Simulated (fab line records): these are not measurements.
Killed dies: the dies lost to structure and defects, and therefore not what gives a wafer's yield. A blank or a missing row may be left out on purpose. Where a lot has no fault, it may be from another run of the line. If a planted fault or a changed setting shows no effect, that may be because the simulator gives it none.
Chamber matching	flow sfq_line	pecvd-04 running SFQ_TRILAYER_I4_DEP_PECVD_099: 3 sister chambers
The step deposits SiO2 from SiH4/N2O, time 111.11 s, target thk 500 nm. 3 wafers are shown with their chamber, then 7 later ones without.

## WAFERS WITH THEIR CHAMBER
wafer	chamber	heater_power_w (W)
L397.2	0	55
L397.6	2	100
L404.4	1	83

## WAFERS WHOSE CHAMBER IS MISSING
wafer	heater_power_w (W)
L404.5	92
L406.1	55
L406.2	80
L406.6	97
L408.1	88
L408.3	45
L408.5	84

## THE CHAMBER EACH PASSED THROUGH
wafer	from the rows above	in truth
L404.5	can't be placed: 2 or 1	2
L406.1	0	0
L406.2	1	1
L406.6	2	2
L408.1	can't be placed: 1 or 2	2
L408.3	0	0
L408.5	1	1
5 of 7 placed correctly. Unplaceable from these rows: 2, with the true chamber sitting among the candidates in 2. Wrongly placed: 0.
How it was worked out, from the rows above alone: a wafer's distance from a chamber is the root of the sum, over the readings, of the square of ((its reading less the chamber's mean) divided by the reading's scatter). The wafer belongs to the nearest chamber; if the next one is less than 2 further off, it can't be placed. Each chamber's mean is taken over the wafers shown for it. The scatter: with one shown wafer a chamber, the root of the mean of the squares of how far each hidden wafer lies from its nearest shown one.
